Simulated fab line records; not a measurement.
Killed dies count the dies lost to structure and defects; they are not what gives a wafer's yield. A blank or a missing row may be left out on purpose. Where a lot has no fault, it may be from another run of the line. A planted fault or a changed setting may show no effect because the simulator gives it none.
Matching of chambers :: flow gf180mcu :: GF_V3_ETCH_16 on rie diel-03 has 4 sister chambers
The step etches BARC in N2/H2. 8 wafers are shown with their chamber, then 11 later ones without.

## WAFERS WITH THEIR CHAMBER
wafer: L076.4
chamber: 1
drypump motor current A (A): 5.7
throttle valve pct (%): 13.233

wafer: L082.4
chamber: 0
drypump motor current A (A): 5.5
throttle valve pct (%): 13.220

wafer: L085.2
chamber: 2
drypump motor current A (A): 6.1
throttle valve pct (%): 13.224

wafer: L087.4
chamber: 0
drypump motor current A (A): 5.5
throttle valve pct (%): 13.220

wafer: L087.6
chamber: 2
drypump motor current A (A): 6.1
throttle valve pct (%): 13.232

wafer: L091.2
chamber: 1
drypump motor current A (A): 5.7
throttle valve pct (%): 13.216

wafer: L091.6
chamber: 3
drypump motor current A (A): 5.6
throttle valve pct (%): 13.207

wafer: L092.1
chamber: 3
drypump motor current A (A): 5.5
throttle valve pct (%): 13.227

## WAFERS MISSING THEIR CHAMBER
wafer: L092.2
drypump motor current A (A): 5.5
throttle valve pct (%): 13.246

wafer: L092.4
drypump motor current A (A): 6.1
throttle valve pct (%): 13.206

wafer: L093.1
drypump motor current A (A): 5.7
throttle valve pct (%): 13.220

wafer: L093.3
drypump motor current A (A): 6.1
throttle valve pct (%): 13.222

wafer: L093.4
drypump motor current A (A): 5.5
throttle valve pct (%): 13.226

wafer: L094.1
drypump motor current A (A): 6.1
throttle valve pct (%): 13.223

wafer: L094.3
drypump motor current A (A): 5.7
throttle valve pct (%): 13.225

wafer: L094.6
drypump motor current A (A): 5.7
throttle valve pct (%): 13.237

wafer: L095.1
drypump motor current A (A): 5.7
throttle valve pct (%): 13.226

wafer: L095.2
drypump motor current A (A): 6.0
throttle valve pct (%): 13.235

wafer: L095.3
drypump motor current A (A): 5.6
throttle valve pct (%): 13.226

## CHAMBER TAKEN BY EACH
wafer: L092.2
from the rows above: can't be placed: 0 or 3
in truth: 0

wafer: L092.4
from the rows above: 2
in truth: 2

wafer: L093.1
from the rows above: 1
in truth: 1

wafer: L093.3
from the rows above: 2
in truth: 2

wafer: L093.4
from the rows above: can't be placed: 0 or 3
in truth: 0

wafer: L094.1
from the rows above: 2
in truth: 2

wafer: L094.3
from the rows above: 1
in truth: 1

wafer: L094.6
from the rows above: 1
in truth: 1

wafer: L095.1
from the rows above: 1
in truth: 1

wafer: L095.2
from the rows above: 2
in truth: 2

wafer: L095.3
from the rows above: can't be placed: 3 or 1 or 0
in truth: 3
Correct placement for 8 of the 11. Can't be placed from these rows: 3 (the true chamber is among the candidates in 3). 0 placed wrongly.
How it was worked out, from the rows above alone: a wafer's distance from a chamber is the root of the sum, over the readings, of the square of ((its reading less the chamber's mean) divided by the reading's scatter). The wafer belongs to the nearest chamber; if the next one is less than 2 further off, it can't be placed. A chamber's mean is the mean of its shown wafers. How the scatter is found: for the shown wafers, subtract from each reading the mean of its chamber, square and add these, divide the total by (wafers less chambers), then take the root.
